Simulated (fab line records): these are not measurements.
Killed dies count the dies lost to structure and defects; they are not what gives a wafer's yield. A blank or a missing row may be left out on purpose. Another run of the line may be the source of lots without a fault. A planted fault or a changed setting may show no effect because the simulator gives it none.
fab line records | flow sky130 | part 1 of 2: steps 1 to 24 of 25
record lots=7 | wafers=21 | last-day=50
route steps=708 shown CONTACT@432 METAL1@434 PAD_OPEN@708
lots that met no fault: taken from a fault-free run of the same line
start-h: start of the lot's first displayed wafer, in hours after the record's first day | wait-h: hours from the lot's prior step to this one | " same as the row above | L1.1+2: one row covering several wafers at once | - value missing, or start not given | * or withheld: withheld | < > ~ a bound
route shown NAME@n: a module of which the file shows steps, and the number in the route of the first | usual: mean and standard deviation over wafers with no fault | same: alike in all rows | chamber/n: place in a boat | sites: readings site by site | _std_site: how widely they spread, as a standard deviation | _edge_site: outer sites' mean less inner sites' | radius-mm: how far each site lies from the wafer's centre | mask NAME#n: copy n | behind: the last tool/chamber to shape the wafer | hold: why the lot was held/for how many hours/how that ended | device: whichever transistor did not switch (one of n, p or np) | end of line: tests of these same wafers at the route's end | a step with no rows: only its recipe | killed: the dies lost at the first sort to structure and to defects; this is not the yield of the wafer | map: a wafer's dies, x killed, . not, _ none there
set.NAME: the run value of the setting; set.NAME@STEP: its run value at that earlier step | model.NAME: the simulator's own value behind a step, which no gauge read
a table for each step, a row for each wafer; lots at some steps of the route
services: from which hour (start-h, from the record's first day; less than 0 if before it) a tool's chamber was out of use, for how many hours, and why
## steps
# step SKY_CONTACT_THK_MEAS_26
# recipe thk-meas-gauge=xrf | reads=W_of_CONTACT_CVD_24
# usual CONTACT_W_THK=329/4.9
lot.wafer | tool          | chamber | start-h | wait-h | CONTACT_W_THK[nm]
L351.1    | film-metro-01 | -       | 789.02  | 0.1    | 338
L351.2    | "             | -       | "       | "      | 343
L351.6    | "             | -       | "       | "      | 331
L352.2    | film-metro-01 | -       | 789.96  | 0.1    | 331
L352.4    | "             | -       | "       | "      | 328
L352.6    | "             | -       | "       | "      | 331
L353.2    | film-metro-03 | -       | 792.80  | 0.1    | 326
L353.3    | "             | -       | "       | "      | 328
L353.6    | "             | -       | "       | "      | 327
L355.3    | film-metro-03 | -       | 825.43  | 0.1    | 323
L355.5    | "             | -       | "       | "      | 332
L355.6    | "             | -       | "       | "      | 323
L356.4    | film-metro-02 | -       | 826.23  | 0.1    | 333
L356.5    | "             | -       | "       | "      | 332
L356.6    | "             | -       | "       | "      | 331
L367.2    | film-metro-03 | -       | 902.76  | 0.1    | 326
L367.3    | "             | -       | "       | "      | 325
L367.4    | "             | -       | "       | "      | 330
L368.2    | film-metro-01 | -       | 911.57  | 0.1    | 333
L368.3    | "             | -       | "       | "      | 328
L368.5    | "             | -       | "       | "      | 326
# step SKY_CONTACT_CMP_27
# recipe stop-on=SiO2 | t-overpolish-s=15 | down-force-psi=3.5 | platen-rpm=60 | target-thk-nm=0 | pad-velocity-m-s=0.94248
# usual motor-current-A=11.7/1.2 | overpolish-run-s=15.001/0.009 | slurry-filter-dp-kPa=13.49/0.14 | time-to-endpoint-s=79/3.9
lot.wafer | tool   | chamber | start-h | wait-h | motor-current-A | overpolish-run-s | slurry-filter-dp-kPa | time-to-endpoint-s
L351.2    | cmp-01 | 3       | 789.08  | 0.0    | 11.8            | 15.000           | 13.50                | 78
L351.1    | "      | 2       | "       | "      | 13.5            | 14.992           | 13.44                | 75
L351.6    | "      | 3       | "       | "      | 12.0            | 15.003           | 13.47                | 76
L352.4    | cmp-01 | 1       | 790.01  | 0.0    | 10.4            | 14.989           | 13.66                | 83
L352.2    | "      | 2       | "       | "      | 12.9            | 15.013           | 13.30                | 78
L352.6    | "      | 1       | "       | "      | 10.5            | 14.999           | 13.55                | 81
L353.3    | cmp-02 | 1       | 792.85  | 0.0    | 10.6            | 14.994           | 13.42                | 81
L353.2    | "      | 2       | "       | "      | 11.6            | 14.986           | 13.61                | 89
L353.6    | "      | 2       | "       | "      | 11.3            | 14.994           | 13.22                | 89
L355.3    | cmp-01 | 1       | 825.62  | 0.2    | 10.0            | 15.016           | 13.65                | 81
L355.6    | "      | 2       | "       | "      | 14.0            | 14.997           | 13.56                | 76
L355.5    | "      | 3       | "       | "      | 12.1            | 15.007           | 13.56                | 79
L356.4    | cmp-01 | 0       | 826.31  | 0.1    | 10.5            | 14.994           | 13.75                | 84
L356.6    | "      | 3       | "       | "      | 12.7            | 15.010           | 13.34                | 76
L356.5    | "      | 0       | "       | "      | 10.7            | 15.003           | 13.33                | 83
L367.4    | cmp-01 | 2       | 902.86  | 0.1    | 13.7            | 15.006           | 13.26                | 75
L367.2    | "      | 3       | "       | "      | 11.4            | 15.001           | 13.57                | 75
L367.3    | "      | 0       | "       | "      | 10.8            | 14.993           | 13.75                | 81
L368.3    | cmp-02 | 3       | 911.62  | 0.0    | 13.0            | 15.006           | 13.45                | 76
L368.2    | "      | 2       | "       | "      | 10.3            | 15.001           | 13.47                | 83
L368.5    | "      | 0       | "       | "      | 11.7            | 15.003           | 13.64                | 80
# step SKY_METAL1_SPUTTER_00
# recipe material=Ti | target-thk-nm=15 | power-w=3000 | time-s=10 | chamber-pressure-pa=0.4
# step SKY_METAL1_SPUTTER_01
# recipe material=TiN | target-thk-nm=20 | power-w=6500 | time-s=16.7 | chamber-pressure-pa=0.4
# usual throttle-valve-pct=30.0/0.98
lot.wafer | tool           | chamber | start-h | wait-h | throttle-valve-pct
L351.1    | pvd-sputter-04 | -       | 789.40  | 0.0    | 30.0
L351.2    | "              | -       | "       | "      | 27.9
L351.6    | "              | -       | "       | "      | 30.5
L352.2    | pvd-sputter-02 | -       | 790.33  | 0.0    | 30.7
L352.4    | "              | -       | "       | "      | 29.5
L352.6    | "              | -       | "       | "      | 30.1
L353.2    | pvd-sputter-04 | -       | 793.17  | 0.0    | 30.0
L353.3    | "              | -       | "       | "      | 28.0
L353.6    | "              | -       | "       | "      | 30.1
L355.3    | pvd-sputter-01 | -       | 825.80  | 0.0    | 29.7
L355.5    | "              | -       | "       | "      | 29.2
L355.6    | "              | -       | "       | "      | 30.9
L356.4    | pvd-sputter-04 | -       | 826.58  | 0.0    | 28.0
L356.5    | "              | -       | "       | "      | 27.8
L356.6    | "              | -       | "       | "      | 30.1
L367.2    | pvd-sputter-02 | -       | 903.13  | 0.0    | 30.9
L367.3    | "              | -       | "       | "      | 30.3
L367.4    | "              | -       | "       | "      | 30.0
L368.2    | pvd-sputter-04 | -       | 911.94  | 0.0    | 30.3
L368.3    | "              | -       | "       | "      | 27.8
L368.5    | "              | -       | "       | "      | 28.0
# step SKY_METAL1_SPUTTER_02
# recipe material=AlCu | target-thk-nm=250 | power-w=10600 | time-s=13.3 | chamber-pressure-pa=0.4
# usual throttle-valve-pct=30.0/0.99
lot.wafer | tool           | chamber | start-h | wait-h | throttle-valve-pct
L351.1    | pvd-sputter-04 | -       | 789.43  | 0.0    | 29.9
L351.2    | "              | -       | "       | "      | 27.8
L351.6    | "              | -       | "       | "      | 30.5
L352.2    | pvd-sputter-02 | -       | 790.36  | 0.0    | 30.6
L352.4    | "              | -       | "       | "      | 29.3
L352.6    | "              | -       | "       | "      | 30.2
L353.2    | pvd-sputter-04 | -       | 793.19  | 0.0    | 30.0
L353.3    | "              | -       | "       | "      | 28.1
L353.6    | "              | -       | "       | "      | 30.2
L355.3    | pvd-sputter-01 | -       | 825.82  | 0.0    | 29.7
L355.5    | "              | -       | "       | "      | 29.0
L355.6    | "              | -       | "       | "      | 30.9
L356.4    | pvd-sputter-04 | -       | 826.60  | 0.0    | 28.0
L356.5    | "              | -       | "       | "      | 28.2
L356.6    | "              | -       | "       | "      | 29.9
L367.2    | pvd-sputter-02 | -       | 903.16  | 0.0    | 31.1
L367.3    | "              | -       | "       | "      | 30.2
L367.4    | "              | -       | "       | "      | 30.1
L368.2    | pvd-sputter-04 | -       | 911.96  | 0.0    | 30.2
L368.3    | "              | -       | "       | "      | 27.8
L368.5    | "              | -       | "       | "      | 28.2
# step SKY_METAL1_SPUTTER_03
# recipe material=Ti | target-thk-nm=5 | power-w=3000 | time-s=3.3 | chamber-pressure-pa=0.4
# step SKY_METAL1_SPUTTER_04
# recipe material=TiN | target-thk-nm=70 | power-w=6500 | time-s=58.3 | chamber-pressure-pa=0.4
# step SKY_METAL1_RS_MEAS_05
# recipe thk-meas-gauge=four-point-probe | reads=TiN_of_METAL1_SPUTTER_04+Ti_of_METAL1_SPUTTER_03+AlCu_of_METAL1_SPUTTER_02+TiN_of_METAL1_SPUTTER_01+Ti_of_METAL1_SPUTTER_00
# usual METAL1_ALCU_RS=0.1272/0.002
lot.wafer | tool          | chamber | start-h | wait-h | METAL1_ALCU_RS[ohm/sq]
L351.1    | film-metro-02 | -       | 789.52  | 0.0    | 0.1304
L351.2    | "             | -       | "       | "      | 0.1271
L351.6    | "             | -       | "       | "      | 0.1237
L352.2    | film-metro-02 | -       | 790.47  | 0.0    | 0.1247
L352.4    | "             | -       | "       | "      | 0.1242
L352.6    | "             | -       | "       | "      | 0.1237
L353.2    | film-metro-01 | -       | 793.31  | 0.0    | 0.1265
L353.3    | "             | -       | "       | "      | 0.1280
L353.6    | "             | -       | "       | "      | 0.1305
L355.3    | film-metro-01 | -       | 825.95  | 0.1    | 0.1274
L355.5    | "             | -       | "       | "      | 0.1281
L355.6    | "             | -       | "       | "      | 0.1277
L356.4    | film-metro-02 | -       | 826.76  | 0.1    | 0.1297
L356.5    | "             | -       | "       | "      | 0.1299
L356.6    | "             | -       | "       | "      | 0.1311
L367.2    | film-metro-01 | -       | 903.27  | 0.0    | 0.1275
L367.3    | "             | -       | "       | "      | 0.1261
L367.4    | "             | -       | "       | "      | 0.1256
L368.2    | film-metro-04 | -       | 912.07  | 0.0    | 0.1314
L368.3    | "             | -       | "       | "      | 0.1302
L368.5    | "             | -       | "       | "      | 0.1300
# step SKY_METAL1_THK_MEAS_06
# recipe thk-meas-gauge=xrf | reads=AlCu_of_METAL1_SPUTTER_02
# usual METAL1_ALCU_THK=249/3.9
lot.wafer | tool          | chamber | start-h | wait-h | METAL1_ALCU_THK[nm]
L351.1    | film-metro-02 | -       | 789.64  | 0.1    | 243
L351.2    | "             | -       | "       | "      | 248
L351.6    | "             | -       | "       | "      | 255
L352.2    | film-metro-02 | -       | 790.58  | 0.1    | 252
L352.4    | "             | -       | "       | "      | 252
L352.6    | "             | -       | "       | "      | 254
L353.2    | film-metro-01 | -       | 793.42  | 0.1    | 249
L353.3    | "             | -       | "       | "      | 247
L353.6    | "             | -       | "       | "      | 244
L355.3    | film-metro-01 | -       | 826.05  | 0.1    | 249
L355.5    | "             | -       | "       | "      | 247
L355.6    | "             | -       | "       | "      | 247
L356.4    | film-metro-02 | -       | 826.85  | 0.1    | 242
L356.5    | "             | -       | "       | "      | 242
L356.6    | "             | -       | "       | "      | 240
L367.2    | film-metro-01 | -       | 903.38  | 0.1    | 248
L367.3    | "             | -       | "       | "      | 251
L367.4    | "             | -       | "       | "      | 250
L368.2    | film-metro-04 | -       | 912.18  | 0.1    | 243
L368.3    | "             | -       | "       | "      | 245
L368.5    | "             | -       | "       | "      | 244
# step SKY_METAL1_DEHYDRATE_07
# recipe temp-c=200 | time-s=60
# step SKY_METAL1_HMDS_08
# recipe prime-time-s=60 | prime-temp-c=120
# step SKY_METAL1_COAT_09
# recipe resist=BARC | temp-c=withheld | time-s=withheld | spin-rpm=3000 | resist-thk-nm=60
# step SKY_METAL1_COAT_10
# recipe resist=KrF-thick | spin-rpm=3000 | resist-thk-nm=450
lot.wafer | tool           | chamber | start-h | wait-h | model.KrF-thick_of_METAL1_COAT_10.thk-nm
L351.1    | litho-track-02 | 0       | 802     | -      | 451.1
L351.2    | "              | 0       | "       | "      | 451.4
L351.6    | "              | 0       | 803     | -      | 450.3
L352.2    | litho-track-01 | 0       | 803     | -      | 451.6
L352.4    | "              | 0       | "       | "      | 449.1
L352.6    | "              | 0       | "       | "      | 449.9
L353.2    | litho-track-02 | 0       | 807     | -      | 480.2
L353.3    | "              | 0       | "       | "      | 480.4
L353.6    | "              | 0       | "       | "      | 481.4
L355.3    | litho-track-02 | 0       | 839     | -      | 478.2
L355.5    | "              | 0       | "       | "      | 480.6
L355.6    | "              | 0       | "       | "      | 480.5
L356.4    | litho-track-02 | 0       | 840     | -      | 480.1
L356.5    | "              | 0       | "       | "      | 480.2
L356.6    | "              | 0       | "       | "      | 480.6
L367.2    | litho-track-04 | 0       | 915     | -      | 448.5
L367.3    | "              | 0       | "       | "      | 449.3
L367.4    | "              | 0       | 916     | -      | 448.4
L368.2    | litho-track-02 | 0       | 924     | -      | 448
L368.3    | "              | 0       | "       | "      | 448.1
L368.5    | "              | 0       | "       | "      | 448.2
# step SKY_METAL1_SOFTBAKE_11
# recipe temp-c=100 | time-s=90 | resist=KrF-thick
# step SKY_METAL1_EXPOSE_12
# recipe mask-id=MM1 | na=0.8 | source-shape=annular | sigma-inner=0.55 | sigma-outer=0.85 | target-cd-nm=140 | dose-mj=28
# step SKY_METAL1_PEB_13
# recipe peb-temp-c=withheld | peb-time-s=withheld | resist=KrF-thick
# step SKY_METAL1_DEVELOP_14
# recipe develop-time-s=60 | resist=KrF-thick | dev-temp-c=21
# step SKY_METAL1_CD_MEAS_15
# recipe target-cd-nm=140
# usual cd-nm=140.8/1.8
lot.wafer | tool      | chamber | start-h | wait-h | cd-nm
L351.1    | cd-sem-02 | -       | 816.73  | -      | 143.1
L351.2    | "         | -       | "       | "      | 142.8
L351.6    | "         | -       | "       | "      | 141.4
L352.2    | cd-sem-01 | -       | 818.55  | -      | 140.1
L352.4    | "         | -       | "       | "      | 140.3
L352.6    | "         | -       | "       | "      | 139.6
L353.2    | cd-sem-02 | -       | 821.15  | -      | 140.9
L353.3    | "         | -       | "       | "      | 139.5
L353.6    | "         | -       | "       | "      | 139.9
L355.3    | cd-sem-02 | -       | 854.02  | -      | 139.7
L355.5    | "         | -       | "       | "      | 140.5
L355.6    | "         | -       | "       | "      | 141.3
L356.4    | cd-sem-01 | -       | 855.19  | -      | 138.3
L356.5    | "         | -       | "       | "      | 138.4
L356.6    | "         | -       | "       | "      | 139.2
L367.2    | cd-sem-01 | -       | 928.56  | -      | 138.7
L367.3    | "         | -       | "       | "      | 139.9
L367.4    | "         | -       | "       | "      | 140.6
L368.2    | cd-sem-02 | -       | 936.85  | -      | 144.5
L368.3    | "         | -       | "       | "      | 143.9
L368.5    | "         | -       | "       | "      | 145.3
# step SKY_METAL1_OVL_MEAS_16
# usual METAL1_OVL=0/4.7
lot.wafer | tool       | chamber | start-h | wait-h | METAL1_OVL[nm]
L351.1    | overlay-02 | -       | 816.85  | 0.1    | -3
L351.2    | "          | -       | "       | "      | 9
L351.6    | "          | -       | "       | "      | -1
L352.2    | overlay-01 | -       | 818.66  | 0.1    | 0
L352.4    | "          | -       | "       | "      | 3
L352.6    | "          | -       | "       | "      | 11
L353.2    | overlay-01 | -       | 821.26  | 0.1    | -6
L353.3    | "          | -       | "       | "      | 7
L353.6    | "          | -       | "       | "      | -4
L355.3    | overlay-01 | -       | 854.11  | 0.1    | 0
L355.5    | "          | -       | "       | "      | 1
L355.6    | "          | -       | "       | "      | 3
L356.4    | overlay-02 | -       | 855.27  | 0.1    | -6
L356.5    | "          | -       | "       | "      | 0
L356.6    | "          | -       | "       | "      | -5
L367.2    | overlay-01 | -       | 928.66  | 0.1    | 1
L367.3    | "          | -       | "       | "      | 2
L367.4    | "          | -       | "       | "      | 4
L368.2    | overlay-01 | -       | 936.96  | 0.1    | -2
L368.3    | "          | -       | "       | "      | 5
L368.5    | "          | -       | "       | "      | -1
# step SKY_METAL1_DESCUM_17
# recipe chemistry=O2 | source-power-w=150 | bias-power-w=0 | pressure-mtorr=10 | temp-c=40 | time-s=8
# usual chamber-pressure-mTorr=9.999/0.013 | drypump-motor-current-A=5.8/0.34 | oes-product-au=1.004/0.013
lot.wafer | tool         | chamber | start-h | wait-h | chamber-pressure-mTorr | drypump-motor-current-A | oes-product-au | rf-hours-counter-h
L351.1    | rie-metal-02 | 1       | 816.89  | 0.0    | 10.006                 | 5.4                     | 1.006          | 6
L351.2    | "            | 0       | "       | "      | 10.001                 | 6.3                     | 0.990          | 12
L351.6    | "            | 1       | "       | "      | 9.997                  | 5.4                     | 1.008          | -
L352.2    | rie-metal-04 | 1       | 818.69  | 0.0    | 9.999                  | 6.0                     | 1.008          | 6
L352.4    | "            | 1       | "       | "      | 9.983                  | 6.0                     | 1.009          | -
L352.6    | "            | 0       | "       | "      | 10.003                 | 6.2                     | 1.025          | -
L353.2    | rie-metal-03 | 0       | 821.29  | 0.0    | 10.006                 | 5.5                     | 1.016          | 2
L353.3    | "            | 1       | "       | "      | 9.989                  | 5.6                     | 0.994          | -
L353.6    | "            | 1       | "       | "      | 10.004                 | 5.6                     | 0.998          | -
L355.3    | rie-metal-04 | 1       | 854.15  | 0.0    | 10.002                 | 6.0                     | 1.003          | -
L355.5    | "            | 0       | "       | "      | 10.009                 | 6.2                     | 1.028          | -
L355.6    | "            | 1       | "       | "      | 9.986                  | 5.9                     | 1.003          | -
L356.4    | rie-metal-02 | 1       | 855.30  | 0.0    | 10.007                 | 5.4                     | 0.993          | -
L356.5    | "            | 1       | "       | "      | 10.007                 | 5.4                     | 0.997          | -
L356.6    | "            | 0       | "       | "      | 10.003                 | 6.3                     | 0.977          | -
L367.2    | rie-metal-04 | 1       | 928.69  | 0.0    | 10.003                 | 5.9                     | 1.008          | 11
L367.3    | "            | 0       | "       | "      | 9.993                  | 6.2                     | 1.015          | -
L367.4    | "            | 1       | "       | "      | 10.005                 | 6.0                     | 1.005          | -
L368.2    | rie-metal-03 | 0       | 936.99  | 0.0    | 10.005                 | 5.5                     | 1.010          | 7
L368.3    | "            | 1       | "       | "      | 10.011                 | 5.6                     | 1.004          | -
L368.5    | "            | 1       | "       | "      | 9.994                  | 5.6                     | 1.010          | -
# step SKY_METAL1_ETCH_18
# recipe chemistry=N2/H2 | target=BARC | ion-energy-ev=200 | bias-w=100 | pressure-mtorr=30 | n2-flow-sccm=100 | h2-flow-sccm=200 | icp-w=500 | stop-on=SiO2 | time-s=45.9 | target-depth-a=600
# usual chamber-pressure-mTorr=30.00/0.037 | drypump-motor-current-A=5.8/0.33 | oes-product-au=0.853/0.005 | throttle-valve-pct=13.225/0.0081
lot.wafer | tool         | chamber | start-h | wait-h | chamber-pressure-mTorr | drypump-motor-current-A | oes-product-au | rf-hours-counter-h | throttle-valve-pct
L351.1    | rie-metal-02 | 1       | 816.92  | 0.0    | 29.99                  | 5.4                     | 0.863          | 6                  | 13.208
L351.2    | "            | 0       | "       | "      | 29.99                  | 6.3                     | 0.851          | 12                 | 13.214
L351.6    | "            | 1       | "       | "      | 29.97                  | 5.4                     | 0.865          | -                  | 13.225
L352.2    | rie-metal-04 | 1       | 818.72  | 0.0    | 30.00                  | 5.9                     | 0.849          | 6                  | 13.216
L352.4    | "            | 1       | "       | "      | 29.94                  | 6.0                     | 0.849          | -                  | 13.233
L352.6    | "            | 0       | "       | "      | 29.99                  | 6.2                     | 0.852          | -                  | 13.232
L353.2    | rie-metal-03 | 0       | 821.32  | 0.0    | 30.00                  | 5.5                     | 0.851          | 2                  | 13.226
L353.3    | "            | 1       | "       | "      | 29.96                  | 5.6                     | 0.846          | -                  | 13.216
L353.6    | "            | 1       | "       | "      | 30.32                  | 5.6                     | 0.855          | -                  | 13.223
L355.3    | rie-metal-04 | 1       | 854.19  | 0.0    | 29.95                  | 5.9                     | 0.858          | -                  | 13.218
L355.5    | "            | 0       | "       | "      | 30.03                  | 6.2                     | 0.851          | -                  | 13.222
L355.6    | "            | 1       | "       | "      | 30.01                  | 6.0                     | 0.854          | -                  | 13.234
L356.4    | rie-metal-02 | 1       | 855.34  | 0.0    | 30.00                  | 5.4                     | 0.854          | -                  | 13.223
L356.5    | "            | 1       | "       | "      | 29.96                  | 5.4                     | 0.861          | -                  | 13.211
L356.6    | "            | 0       | "       | "      | 30.03                  | 6.3                     | 0.850          | -                  | 13.231
L367.2    | rie-metal-04 | 1       | 928.72  | 0.0    | 29.99                  | 5.9                     | 0.853          | 11                 | 13.237
L367.3    | "            | 0       | "       | "      | 30.02                  | 6.2                     | 0.862          | -                  | 13.226
L367.4    | "            | 1       | "       | "      | 29.94                  | 5.9                     | 0.855          | -                  | 13.235
L368.2    | rie-metal-03 | 0       | 937.02  | 0.0    | 30.03                  | 5.5                     | 0.848          | 7                  | 13.227
L368.3    | "            | 1       | "       | "      | 29.98                  | 5.6                     | 0.856          | -                  | 13.221
L368.5    | "            | 1       | "       | "      | 29.98                  | 5.6                     | 0.851          | -                  | 13.237
# step SKY_METAL1_METAL_ETCH_19
# recipe target-depth-a=3600 | stop-on=SiO2 | over-etch-frac=0.3 | time-s=78 | chemistry=Cl2/BCl3 | resist-sidewall-deg=88 | pressure-mtorr=10 | icp-w=900 | bias-w=48.5 | Cl2_flow_sccm=60 | bcl3-flow-sccm=30
# usual chamber-pressure-mTorr=9.999/0.0087 | drypump-motor-current-A=5.8/0.34 | oes-product-au=0.853/0.0069 | throttle-valve-pct=22.264/0.0095
lot.wafer | tool         | chamber | start-h | wait-h | chamber-pressure-mTorr | drypump-motor-current-A | oes-product-au | rf-hours-counter-h | throttle-valve-pct | model.KrF-thick_of_METAL1_COAT_10.thk-nm
L351.1    | rie-metal-02 | 1       | 816.99  | 0.0    | 9.987                  | 5.4                     | 0.847          | 6                  | 22.258             | 155.1
L351.2    | "            | 0       | "       | "      | 9.998                  | 6.3                     | 0.855          | 12                 | 22.259             | 166.4
L351.6    | "            | 1       | "       | "      | 10.004                 | 5.4                     | 0.867          | -                  | 22.264             | 154
L352.2    | rie-metal-04 | 1       | 818.79  | 0.0    | 9.991                  | 5.9                     | 0.861          | 6                  | 22.268             | 158.2
L352.4    | "            | 1       | "       | "      | 10.006                 | 5.9                     | 0.851          | -                  | 22.274             | 156.9
L352.6    | "            | 0       | "       | "      | 9.987                  | 6.2                     | 0.863          | -                  | 22.241             | 146.6
L353.2    | rie-metal-03 | 0       | 821.38  | 0.0    | 9.996                  | 5.5                     | 0.854          | 2                  | 22.266             | 184.7
L353.3    | "            | 1       | "       | "      | 9.990                  | 5.6                     | 0.850          | -                  | 22.266             | 195
L353.6    | "            | 1       | "       | "      | 9.994                  | 5.6                     | 0.841          | -                  | 22.261             | 194.1
L355.3    | rie-metal-04 | 1       | 854.26  | 0.1    | 10.011                 | 6.0                     | 0.857          | -                  | 22.272             | 185.7
L355.5    | "            | 0       | "       | "      | 10.005                 | 6.2                     | 0.842          | -                  | 22.273             | 180.7
L355.6    | "            | 1       | "       | "      | 10.008                 | 5.9                     | 0.848          | -                  | 22.268             | 188.6
L356.4    | rie-metal-02 | 1       | 855.41  | 0.1    | 9.984                  | 5.4                     | 0.847          | -                  | 22.282             | 189.8
L356.5    | "            | 1       | "       | "      | 9.993                  | 5.4                     | 0.847          | -                  | 22.279             | 190.2
L356.6    | "            | 0       | "       | "      | 9.989                  | 6.3                     | 0.841          | -                  | 22.279             | 201
L367.2    | rie-metal-04 | 1       | 928.79  | 0.0    | 10.000                 | 6.0                     | 0.847          | 11                 | 22.250             | 158.7
L367.3    | "            | 0       | "       | "      | 9.995                  | 6.2                     | 0.855          | -                  | 22.256             | 150.8
L367.4    | "            | 1       | "       | "      | 10.004                 | 6.0                     | 0.864          | -                  | 22.253             | 156.7
L368.2    | rie-metal-03 | 0       | 937.08  | 0.0    | 9.992                  | 5.5                     | 0.837          | 7                  | 22.248             | 152.6
L368.3    | "            | 1       | "       | "      | 10.015                 | 5.6                     | 0.852          | -                  | 22.254             | 154.3
L368.5    | "            | 1       | "       | "      | 10.004                 | 5.6                     | 0.851          | -                  | 22.258             | 153
# step SKY_METAL1_STRIP_20
# recipe chemistry=O2/N2 | power-w=1400 | pressure-mtorr=1500 | platen-temp-c=withheld | o2-flow-sccm=3000 | n2-flow-sccm=300 | overash-fraction=0.5
# usual chamber-pressure-mTorr=1500.0/1.4 | drypump-motor-current-A=5.7/0.59 | oes-product-au=0.342/0.0054 | strip-time-to-endpoint-s=2.68/0.067
lot.wafer | tool            | chamber | start-h | wait-h | chamber-pressure-mTorr | drypump-motor-current-A | oes-product-au | rf-hours-counter-h | strip-time-to-endpoint-s
L351.1    | plasma-asher-01 | 1       | 817.08  | 0.1    | 1499.2                 | 5.5                     | 0.336          | 36                 | 2.64
L351.2    | "               | 0       | "       | "      | 1499.5                 | 5.2                     | 0.347          | 36                 | 2.79
L351.6    | "               | 0       | "       | "      | 1499.1                 | 5.2                     | 0.340          | -                  | 2.64
L352.2    | plasma-asher-01 | 1       | 818.88  | 0.1    | 1501.9                 | 5.5                     | 0.335          | 36                 | 2.68
L352.4    | "               | 0       | "       | "      | 1499.8                 | 5.2                     | 0.344          | -                  | 2.67
L352.6    | "               | 1       | "       | "      | 1499.5                 | 5.4                     | 0.336          | -                  | 2.55
L353.2    | plasma-asher-01 | 0       | 821.47  | 0.1    | 1498.7                 | 5.2                     | 0.356          | 37                 | 2.96
L353.3    | "               | 1       | "       | "      | 1498.8                 | 5.5                     | 0.361          | -                  | 3.10
L353.6    | "               | 0       | "       | "      | 1499.8                 | 5.2                     | 0.358          | -                  | 3.09
L355.3    | plasma-asher-01 | 1       | 854.35  | 0.1    | 1500.3                 | 5.5                     | 0.356          | -                  | 3.00
L355.5    | "               | 0       | "       | "      | 1500.7                 | 5.2                     | 0.349          | -                  | 2.94
L355.6    | "               | 1       | "       | "      | 1501.2                 | 5.4                     | 0.360          | -                  | 3.03
L356.4    | plasma-asher-01 | 1       | 855.50  | 0.1    | 1499.6                 | 5.5                     | 0.357          | -                  | 3.03
L356.5    | "               | 1       | "       | "      | 1499.1                 | 5.5                     | 0.353          | -                  | 3.03
L356.6    | "               | 0       | "       | "      | 1494.9                 | 5.2                     | 0.363          | -                  | 3.17
L367.2    | plasma-asher-04 | 1       | 928.88  | 0.1    | 1498.6                 | 5.3                     | 0.348          | 114                | 2.69
L367.3    | "               | 1       | "       | "      | 1500.9                 | 5.2                     | 0.338          | -                  | 2.62
L367.4    | "               | 0       | "       | "      | 1500.1                 | 6.8                     | 0.332          | -                  | 2.67
L368.2    | plasma-asher-02 | 1       | 937.17  | 0.1    | 1501.9                 | 5.9                     | 0.347          | 78                 | 2.64
L368.3    | "               | 1       | "       | "      | 1499.9                 | 5.8                     | 0.342          | -                  | 2.63
L368.5    | "               | 1       | "       | "      | 1500.5                 | 5.9                     | 0.341          | -                  | 2.62
# step SKY_METAL1_STRIP_21
# recipe chemistry=post-etch-residue-remover | time-s=1200 | temp-c=72.5
## key
first-sign step=SKY_METAL1_STRIP_20 | reading=strip-time-to-endpoint-s | direction=up | sigmas=5.4 | usual=* | struck=* | through=*
effect step=SKY_METAL1_STRIP_20 | reading=oes-product-au | direction=up | sigmas=2.8 | usual=0.342 | struck=0.357 | through=control-loop
model-effect step=SKY_METAL1_COAT_10 | value=KrF-thick_of_METAL1_COAT_10.thk-nm | without=452.1 | struck=480.2
model-effect step=SKY_METAL1_METAL_ETCH_19 | value=KrF-thick_of_METAL1_COAT_10.thk-nm | without=161.9 | struck=190
met-at SKY_METAL1_COAT_10
struck-wafers L353.2,L353.3,L353.6,L355.3,L355.5,L355.6,L356.4,L356.5,L356.6
loop-trim step=SKY_METAL1_EXPOSE_12 | setting=dose | lots=L355
onset-between 802 807
also-fits SKY_METAL1_STRIP_20:plasma-asher-01
fault kind=process-parameter-drift | tool=litho-track-02 | chamber=- | onset-h=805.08 | steps=SKY_METAL1_COAT_10 | channel=resist-thk-nm | offset=27.985 | shape=step | end-h=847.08 | acts-in=these-recipes-only | stated=450
# loop-trim: a control loop set the setting to another value than it would have without faults
